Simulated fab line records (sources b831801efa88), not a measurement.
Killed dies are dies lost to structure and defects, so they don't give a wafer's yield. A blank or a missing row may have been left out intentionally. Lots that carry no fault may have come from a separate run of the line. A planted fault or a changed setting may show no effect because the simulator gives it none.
The tool behind it: which one?	flow sky130	38 wafers from 13 lots sampled at 4 of the route's 708 steps

WHAT EACH GAUGE READ, for each wafer
SKY_VIA4_OVL_MEAS_11.
lot	measured	on	VIA4_OVL (nm)
L225	day 43 04:15	overlay-01	-1.6 0.2 0.6
L226	day 43 08:57	overlay-01	3.5 1.8 3.1
L227	day 43 12:34	overlay-02	1.6 1.4 0.3
L229	day 44 03:13	overlay-02	-0.6 1.0 0.4
L230	day 44 10:27	overlay-01	1.1 1.8 0.5
L231	day 44 20:06	overlay-01	1.0 2.2 0.3
L232	day 45 03:25	overlay-02	1.3 3.6 1.3
L233	day 45 04:42	overlay-02	5.1 2.9 4.1
L235	day 45 23:48	overlay-01	3.6 2.3 3.4
L242	day 47 13:58	overlay-02	-0.1 -0.5
L243	day 47 18:15	overlay-01	0.8 0.0 1.4
L246	day 48 07:10	overlay-02	-0.6 0.0 -0.1
L248	day 48 20:58	overlay-02	0.4 0.3 2.4

SKY_VIA4_RS_MEAS_19: a four-point-probe measurement.
lot	measured	on	VIA4_W_RS (ohm/sq)
L225	day 43 05:10	film metro-01	0.2243 0.2238 0.2286
L226	day 43 09:58	film metro-02	0.2282 0.2275 0.2272
L227	day 43 13:41	film metro-02	0.2266 0.2263 0.2224
L229	day 44 04:13	film metro-02	0.2253 0.2255 0.2214
L230	day 44 11:57	film metro-03	0.2188 0.2196 0.2292
L231	day 44 21:01	film metro-02	0.2231 0.2295 0.2255
L232	day 45 04:33	film metro-02	0.2261 0.2227 0.2256
L233	day 45 05:49	film metro-02	0.2232 0.2241 0.2248
L235	day 46 00:47	film metro-02	0.2231 0.2220 0.2299
L242	day 47 14:55	film metro-03	0.2223 0.2246
L243	day 47 19:16	film metro-02	0.2256 0.2259 0.2228
L246	day 48 08:06	film metro-03	0.2254 0.2259 0.2285
L248	day 48 22:23	film metro-03	0.2242 0.2294 0.2267

TOOL THAT RAN EACH LOT (tool first, then ch and the chambers of the sampled wafers, then the start)
lot	SKY_METAL4_ETCH_17	SKY_VIA4_DEVELOP_10
L225	rie diel-03 ch 0,1,2, day 42 03:47	litho track-04 ch 0, day 43 04:06
L226	rie diel-03 ch 0,3, day 42 07:58	litho track-01 ch 0, day 43 08:48
L227	rie diel-03 ch 2,3, day 42 12:50	litho track-04 ch 0, day 43 12:28
L229	rie diel-03 ch 0,3, day 43 03:08	litho track-01 ch 0, day 44 03:06
L230	rie diel-03 ch 0,2, day 43 10:23	litho track-01 ch 0, day 44 10:18
L231	rie diel-03 ch 0,1,3, day 43 20:52	litho track-01 ch 0, day 44 19:57
L232	rie diel-02 ch 2,3, day 44 03:50	litho track-03 ch 0, day 45 03:19
L233	rie diel-03 ch 0,2, day 44 05:26	litho track-04 ch 0, day 45 04:33
L235	rie diel-01 ch 0,1,2, day 45 00:10	litho track-04 ch 0, day 45 23:40
L242	rie diel-02 ch 2,3, day 46 16:05	litho track-04 ch 0, day 47 13:51
L243	rie diel-03 ch 0,2,3, day 46 21:08	litho track-04 ch 0, day 47 18:06
L246	rie diel-02 ch 0,1,3, day 47 10:56	litho track-03 ch 0, day 48 07:02
L248	rie diel-02 ch 1,2,3, day 48 00:38	litho track-01 ch 0, day 48 20:50
- SKY_METAL4_ETCH_17: etches SiO2 in C4F8/O2/Ar, stops on TiN, time 3.9 s, target depth 15 nm.
- SKY_VIA4_DEVELOP_10: develop time 60 s.

AS READ BY THE TOOLS THEMSELVES (means over the sampled wafers that have a number; for cases with no such wafer, the mark the record gives instead)
SKY_METAL4_ETCH_17.
lot	tool	oes product au (a.u.)
L225	rie diel-03	0.750
L226	rie diel-03	0.758
L227	rie diel-03	0.764
L229	rie diel-03	0.754
L230	rie diel-03	0.749
L231	rie diel-03	0.757
L232	rie diel-02	0.743
L233	rie diel-03	0.749
L235	rie diel-01	0.749
L242	rie diel-02	0.753
L243	rie diel-03	0.750
L246	rie diel-02	0.755
L248	rie diel-02	0.751

SKY_VIA4_DEVELOP_10.
lot	tool	chill plate temp C (C)	developer temp C (C)
L225	litho track-04	23.07	23.05
L226	litho track-01	23.02	23.03
L227	litho track-04	22.93	23.05
L229	litho track-01	22.93	22.97
L230	litho track-01	23.01	22.96
L231	litho track-01	22.98	23.13
L232	litho track-03	23.02	23.16
L233	litho track-04	22.90	22.94
L235	litho track-04	23.02	23.06
L242	litho track-04	22.80	25.27
L243	litho track-04	23.02	25.19
L246	litho track-03	22.97	22.95
L248	litho track-01	22.93	23.04

THE ANSWER, worked out from the rows above alone
Rule: the lots themselves supply what counts as usual. Put in order of their means at a reading, lots are off if they are a third of the lots or fewer, leave a main group of 4 or more, and stand apart from it by a gap of 3 or more times the standard deviation of the main group's means; of several such gaps the widest counts. The tables above print the reading to a certain number of digits; a main group whose means all agree to those digits is not used. A lot without any number at a reading at which 4 lots or more have one is off too. The other lots that the step has rows for count as sound. The gauges are gone through in route order, then the tools' own readings, and for those a lot's mean is taken as printed above. At the first step where some lot is off, the reading lying furthest off is the one used; lots without a number count as furthest.
Off, at SKY_VIA4_DEVELOP_10 on developer temp C: L242, L243. The main group has a mean of 23.03 C with a standard deviation of 0.069.
A tool fits if, at that step or a process step before it, it ran every lot that is off, and no sound lot after the first of them. One candidate fits, namely litho track-04 at SKY_VIA4_DEVELOP_10. A fault onset in the window from L235 (day 45 23:40, its last sound lot) to L242 (day 47 13:51, its first lot off) fits.
On the lots that are off, the tool's own readings at SKY_VIA4_DEVELOP_10 differ by more than 5 times the standard deviation of the sound lots' means, which bears it out; developer temp C reads 25.23 C there versus 23.03 C on the sound lots.

WHAT THE SIMULATOR HAD PUT IN
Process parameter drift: litho track-04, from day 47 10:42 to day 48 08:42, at SKY_VIA4_DEVELOP_10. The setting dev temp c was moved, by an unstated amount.
Shown lots that were struck: L242, L243. Same finding as the rule above.
